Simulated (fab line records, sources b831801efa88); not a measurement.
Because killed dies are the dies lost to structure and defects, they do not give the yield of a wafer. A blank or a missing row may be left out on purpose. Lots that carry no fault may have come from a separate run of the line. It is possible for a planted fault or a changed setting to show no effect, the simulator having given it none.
The tool behind it: which one? / flow gf180mcu / 14 lots, 42 wafers sampled, at 1 step of a route of 602

## WHAT THE GAUGES SHOWED, per wafer
GF_M1_RS_MEAS_05: uses a four-point probe to measure.
lot=L100; measured=day 16 06:01; on=film-metro-01; M1_ALCU_RS (ohm/sq)=0.0687 0.0680 0.0683
lot=L102; measured=day 16 17:06; on=film-metro-01; M1_ALCU_RS (ohm/sq)=0.0686 0.0688 0.0682
lot=L103; measured=day 16 22:36; on=film-metro-03; M1_ALCU_RS (ohm/sq)=0.0694 0.0698 0.0693
lot=L104; measured=day 17 05:38; on=film-metro-02; M1_ALCU_RS (ohm/sq)=0.0704 0.0712 0.0702
lot=L107; measured=day 19 01:35; on=film-metro-02; M1_ALCU_RS (ohm/sq)=0.0685 0.0685 0.0686
lot=L108; measured=day 19 05:14; on=film-metro-01; M1_ALCU_RS (ohm/sq)=0.0692 0.0692 0.0687
lot=L114; measured=day 21 12:01; on=film-metro-01; M1_ALCU_RS (ohm/sq)=0.0684 0.0681 0.0684
lot=L115; measured=day 21 13:11; on=film-metro-03; M1_ALCU_RS (ohm/sq)=0.0700 0.0702 0.0696
lot=L116; measured=day 21 17:59; on=film-metro-02; M1_ALCU_RS (ohm/sq)=0.0699 0.0699 0.0705
lot=L117; measured=day 22 02:58; on=film-metro-02; M1_ALCU_RS (ohm/sq)=0.0696 0.0691 0.0694
lot=L119; measured=day 23 05:33; on=film-metro-01; M1_ALCU_RS (ohm/sq)=0.0693 0.0693 0.0701
lot=L122; measured=day 24 01:05; on=film-metro-03; M1_ALCU_RS (ohm/sq)=0.0710 0.0699 0.0697
lot=L121; measured=day 24 01:47; on=film-metro-01; M1_ALCU_RS (ohm/sq)=0.0695 0.0692 0.0694
lot=L123; measured=day 24 22:35; on=film-metro-01; M1_ALCU_RS (ohm/sq)=0.0689 0.0689 0.0691

## WHICH TOOL RAN EACH LOT (tool, then ch and the chambers of the sampled wafers, then the start)
There is no process step in the record ahead of these readings.

## WHAT THE TOOLS THEMSELVES READ (means of the sampled wafers that have a number; where no wafer has one, the mark that the record gives instead)
The record holds no such reading with a usual standard deviation.

## THE ANSWER, worked out from the rows above alone
Rule: usual is defined by the lots themselves. The widest of any qualifying gaps counts: lots, ordered by their means at a reading, are off when they make up no more than a third of the lots, leave a main group of 4 or more, and stand apart from it by 3 or more times the standard deviation of that group's means. A main group whose means are all the same, to the digits that the tables above print for the reading, isn't used. Also off: a lot with no number at a reading for which 4 or more lots have one. The other lots that the step has rows for count as sound. Order of review: gauges by route order, followed by the tools' own readings, for which a lot's mean as printed above is used. At the first step where some lot is off, the reading lying furthest off is the one used; lots without a number count as furthest.
No lot is off on any of the readings shown, so nothing can be concluded from this.

## WHAT THE SIMULATOR HAD PUT IN
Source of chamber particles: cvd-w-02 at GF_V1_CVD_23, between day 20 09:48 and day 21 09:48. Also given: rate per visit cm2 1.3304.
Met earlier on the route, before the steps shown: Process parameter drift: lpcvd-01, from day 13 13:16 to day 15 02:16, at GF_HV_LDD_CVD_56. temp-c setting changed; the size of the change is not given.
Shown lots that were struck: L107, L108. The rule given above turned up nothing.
